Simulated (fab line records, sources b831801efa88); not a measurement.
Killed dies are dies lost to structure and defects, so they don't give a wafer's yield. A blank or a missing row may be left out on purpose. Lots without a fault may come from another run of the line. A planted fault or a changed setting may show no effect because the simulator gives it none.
Chamber matching | flow gf180mcu | GF_CONTACT_CMP_27 on cmp-02: 4 sister chambers
The step polishes, stops on SiO2, t overpolish 15 s, target thk 0 nm. 4 wafers are shown with their chamber, then 7 later ones without.

WAFERS WITH THEIR CHAMBER
wafer  | chamber | motor_current_A (A)
L732.3 | 3       | 12.5
L733.4 | 2       | 11.8
L733.5 | 0       | 12.9
L735.4 | 1       | 10.7

WAFERS WITHOUT THEIR CHAMBER
wafer  | motor_current_A (A)
L735.5 | 11.6
L735.6 | 12.1
L734.2 | 10.8
L734.5 | 11.9
L734.6 | 10.3
L737.4 | 10.8
L737.6 | 10.9

WHICH CHAMBER EACH WENT THROUGH
wafer  | from the rows above     | in truth
L735.5 | 2                       | 2
L735.6 | can't be placed: 2 or 3 | 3
L734.2 | 1                       | 1
L734.5 | 2                       | 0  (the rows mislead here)
L734.6 | 1                       | 1
L737.4 | 1                       | 1
L737.6 | 1                       | 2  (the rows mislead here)
Placed correctly: 4 of 7. Can't be placed from these rows: 1 (the true chamber is among the candidates in 1). Placed wrongly: 2.
How it was worked out, from the rows above alone: a wafer's distance from a chamber is the root of the sum, over the readings, of the square of ((its reading less the chamber's mean) divided by the reading's scatter). The wafer belongs to the nearest chamber; if the next one is less than 2 further off, it can't be placed. A chamber's mean is the mean of its shown wafers. The scatter: with one shown wafer a chamber, the root of the mean of the squares of how far each hidden wafer lies from its nearest shown one.
